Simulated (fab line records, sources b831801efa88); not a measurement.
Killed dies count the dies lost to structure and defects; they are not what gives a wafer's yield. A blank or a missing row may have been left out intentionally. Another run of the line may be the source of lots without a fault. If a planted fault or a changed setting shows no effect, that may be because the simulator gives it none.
A lot that was struck, set against a sound lot | flow sky130 | 17 steps out of a route of 708
Sound: wafers L317.2, L317.4, L317.5. Struck: wafer L320.2. (L320.3, L320.6 of the same lot were not struck and are left out.) The cause comes at the end.
Each step with rows lists, per side, the tool, then ch with its chambers, then its first start. Under that, the readings that differ: sound wafers | struck wafers | difference of the means | sigmas: that difference in standard deviations of wafers without a fault.
alike: readings with means less than 2 such deviations apart, plus words and numbers identical on both sides. not compared: withheld readings, readings lacking a value on some wafer, bounds such as >300 that could conceal the same value, and numbers that have no deviation in the record and whose values overlap.
The two part at a step that has a row with sigmas, a row that says differs or no value, or rows on one side only. Numbers that don't overlap but have no deviation are shown without sigmas and don't part them. A reading missing from all wafers of one side parts the sides only when that side holds two or more wafers.

SKY_POLY_GATE_THK_MEAS_04:
  sound on film-metro-04 at day 16 15:00; struck on film-metro-02 at day 17 20:56
  alike: POLY_GATE_CVD_03_THK
then, 8 steps without rows for these wafers: SKY_POLY_GATE_DEHYDRATE_05 (time 60 s); SKY_POLY_GATE_HMDS_06 (prime time 60 s); SKY_POLY_GATE_COAT_07 (resist thk 110 nm); SKY_POLY_GATE_COAT_08 (resist thk 450 nm); SKY_POLY_GATE_SOFTBAKE_09 (time 90 s); SKY_POLY_GATE_EXPOSE_10 (exposes mask P1M, target cd 150 nm); SKY_POLY_GATE_PEB_11; SKY_POLY_GATE_DEVELOP_12 (develop time 60 s).
SKY_POLY_GATE_CD_MEAS_13 targets a cd of 150 nm.
  sound on cd-sem-02 at day 17 19:14; struck on cd-sem-01 at day 19 02:44
  alike: cd-nm
SKY_POLY_GATE_OVL_MEAS_14:
  sound on overlay-02 at day 17 19:20; struck on overlay-01 at day 19 02:50
  alike: POLY_GATE_OVL
SKY_POLY_GATE_ETCH_15: etches BARC in N2/H2, stops on SiO2, time 118.5 s, target depth 110 nm.
  sound on rie-diel-04 ch 0,3, day 17 19:22; struck on rie-diel-02 ch 1, day 19 02:52
  alike: chamber-pressure-mTorr, drypump-motor-current-A, h2-flow-sccm, oes-product-au, throttle-valve-pct
  not compared: rf-hours-counter-h
SKY_POLY_GATE_ETCH_16: etches Si3N4 in CH3F/O2, stops on poly-Si, time 147.5 s, target depth 75 nm.
  sound on rie-diel-04 ch 0,3, day 17 19:27; struck on rie-diel-02 ch 1, day 19 02:56
  reading                                          | sound                | struck | difference | sigmas
  chamber-pressure-mTorr (mTorr)                   | 25.011 25.000 24.956 | 25.039 | +0.050     | +2
  oes-product-au (a.u.)                            | 0.646 0.647 0.638    | 0.630  | -0.014     | -3
  model.KrF-thick_of_POLY_GATE_COAT_08.thk-nm (nm) | 236 229.5 227.2      | 268.6  | +37.7      |
  alike: drypump-motor-current-A, throttle-valve-pct
  not compared: rf-hours-counter-h
SKY_POLY_GATE_ETCH_17: etches poly-Si in HBr/Cl2, stops on SiO2, target depth 180 nm, time 70.5 s.
  sound on rie-si-02 ch 2,3, day 17 19:32; struck on rie-si-01 ch 3, day 19 03:02
  reading                                          | sound             | struck | difference | sigmas
  model.KrF-thick_of_POLY_GATE_COAT_08.thk-nm (nm) | 140.6 133.1 132.3 | 169.9  | +34.6      |
  alike: chamber-pressure-mTorr, drypump-motor-current-A, oes-product-au, throttle-valve-pct
  not compared: rf-hours-counter-h
SKY_POLY_GATE_STRIP_18: strips in O2/N2.
  sound on plasma-asher-03 ch 0,1, day 17 19:36; struck on plasma-asher-03 ch 0, day 19 03:06
  reading                      | sound          | struck | difference | sigmas
  strip-time-to-endpoint-s (s) | 3.17 3.08 3.07 | 3.48   | +0.37      | +7
  alike: chamber-pressure-mTorr, drypump-motor-current-A, oes-product-au
  not compared: rf-hours-counter-h
then, 2 steps without rows for these wafers: SKY_POLY_GATE_CLEAN_19 (cleans in SC1/SC2, time 150 s); SKY_PAD_OPEN_PROBE_99.

== WHERE THEY PART ==
At SKY_POLY_GATE_ETCH_16 first; at SKY_POLY_GATE_STRIP_18 last (within this record only).

WHY: what the simulator had put in
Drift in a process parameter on rie-diel-02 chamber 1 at SKY_POLY_GATE_ETCH_16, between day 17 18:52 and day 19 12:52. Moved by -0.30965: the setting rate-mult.
